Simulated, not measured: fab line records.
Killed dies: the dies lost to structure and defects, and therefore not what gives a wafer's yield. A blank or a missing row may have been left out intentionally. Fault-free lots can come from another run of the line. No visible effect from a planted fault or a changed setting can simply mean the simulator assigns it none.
Which tool did it?    flow gf180mcu    42 wafers from 14 lots sampled at 3 of the route's 602 steps

## WHAT THE GAUGES READ, wafer by wafer
GF_M4_CD_MEAS_14: the cd target is 280 nm.
lot   measured      on        cdNm (nm)
L544  day 23 12:11  cdSem-02  280.8 279.9 280.4
L548  day 25 03:21  cdSem-02  282.2 281.9 281.6
L553  day 26 15:40  cdSem-02  278.6 279.0 278.5
L554  day 27 04:13  cdSem-02  279.8 281.0 280.3
L555  day 27 08:49  cdSem-01  278.9 278.8 280.2
L558  day 28 04:22  cdSem-01  283.4 283.0 281.0
L559  day 28 11:16  cdSem-02  280.1 279.6 279.8
L560  day 29 00:22  cdSem-02  279.2 280.9 280.9
L561  day 29 11:28  cdSem-01  278.6 280.8 279.5
L562  day 30 00:38  cdSem-02  283.4 282.1 282.7
L564  day 30 03:31  cdSem-02  280.1 281.4 281.1
L563  day 30 04:22  cdSem-02  280.2 281.5 280.9
L565  day 30 05:54  cdSem-01  279.8 279.2 279.6
L567  day 30 22:08  cdSem-01  280.5 279.6 280.3

GF_M4_OVL_MEAS_15.
lot   measured      on          M4_OVL (nm)
L544  day 23 12:17  overlay-02  0 -8 -8
L548  day 25 03:26  overlay-02  -1 -1 2
L553  day 26 15:47  overlay-02  -1 -3 -5
L554  day 27 04:20  overlay-01  -2 -5 -2
L555  day 27 08:56  overlay-01  5 -1 -1
L558  day 28 04:29  overlay-02  1 2 3
L559  day 28 11:22  overlay-02  7 8 4
L560  day 29 00:28  overlay-02  3 -4 -4
L561  day 29 11:35  overlay-01  4 -4 7
L562  day 30 00:46  overlay-02  -4 -9 -2
L564  day 30 03:38  overlay-01  -14 -5 -4
L563  day 30 04:29  overlay-01  -5 -4 -2
L565  day 30 05:59  overlay-01  4 7 9
L567  day 30 22:14  overlay-01  7 6 15

## WHICH TOOL RAN EACH LOT (tool, then ch and the chambers of the sampled wafers, then the start)
lot   GF_NSD_STRIP_11
L544  plasmaAsher-04 ch 0,1, day 13 09:42
L548  plasmaAsher-01 ch 0,1, day 14 20:57
L553  plasmaAsher-04 ch 0,1, day 16 09:57
L554  plasmaAsher-04 ch 0,1, day 17 00:19
L555  plasmaAsher-04 ch 1, day 17 06:01
L558  plasmaAsher-02 ch 1, day 18 04:27
L559  plasmaAsher-02 ch 0,1, day 18 11:55
L560  plasmaAsher-02 ch 0,1, day 19 02:42
L561  plasmaAsher-01 ch 0,1, day 19 21:01
L562  plasmaAsher-02 ch 0,1, day 20 11:10
L564  plasmaAsher-04 ch 0,1, day 20 15:39
L563  plasmaAsher-01 ch 0,1, day 20 17:30
L565  plasmaAsher-02 ch 0,1, day 20 20:39
L567  plasmaAsher-01 ch 0,1, day 21 12:49
- GF_NSD_STRIP_11: strips in O2/N2.

## AS READ BY THE TOOLS THEMSELVES (means over the sampled wafers that have a number; for cases with no such wafer, the mark the record gives instead)
GF_NSD_STRIP_11.
lot   tool            drypumpMotorCurrentA (A)  heaterPowerW (W)  oesProductAu (a.u.)  stripTimeToEndpointS (s)
L544  plasmaAsher-04  5.9                       338               0.484                22.93
L548  plasmaAsher-01  6.0                       375               0.488                22.97
L553  plasmaAsher-04  5.9                       344               0.486                22.98
L554  plasmaAsher-04  5.9                       341               0.483                23.02
L555  plasmaAsher-04  5.6                       405               0.487                23.00
L558  plasmaAsher-02  5.4                       322               0.485                22.97
L559  plasmaAsher-02  5.5                       330               0.490                23.01
L560  plasmaAsher-02  5.5                       330               0.491                22.96
L561  plasmaAsher-01  6.3                       353               0.490                23.01
L562  plasmaAsher-02  5.6                       333               0.485                22.96
L564  plasmaAsher-04  5.8                       372               0.490                22.94
L563  plasmaAsher-01  6.3                       357               0.492                23.00
L565  plasmaAsher-02  5.5                       328               0.486                22.95
L567  plasmaAsher-01  6.0                       370               0.485                22.98

## THE ANSWER, worked out from the rows above alone
Rule: the usual values come from the lots themselves. The widest of any qualifying gaps counts: lots, ordered by their means at a reading, are off when they make up no more than a third of the lots, leave a main group of 4 or more, and stand apart from it by 3 or more times the standard deviation of that group's means. The tables above print the reading to a certain number of digits; a main group whose means all agree to those digits is not used. Also off: a lot with no number at a reading for which 4 or more lots have one. All remaining lots with rows at the step are treated as sound. First the gauges in route order, then the tools' own readings, where a lot's mean is used as printed above. The first step at which some lot is off is used, and at that step the reading that is off furthest; a lot without a number counts as furthest.
None of the lots is off at any reading shown; this tells nothing.

## WHAT THE SIMULATOR HAD INSERTED
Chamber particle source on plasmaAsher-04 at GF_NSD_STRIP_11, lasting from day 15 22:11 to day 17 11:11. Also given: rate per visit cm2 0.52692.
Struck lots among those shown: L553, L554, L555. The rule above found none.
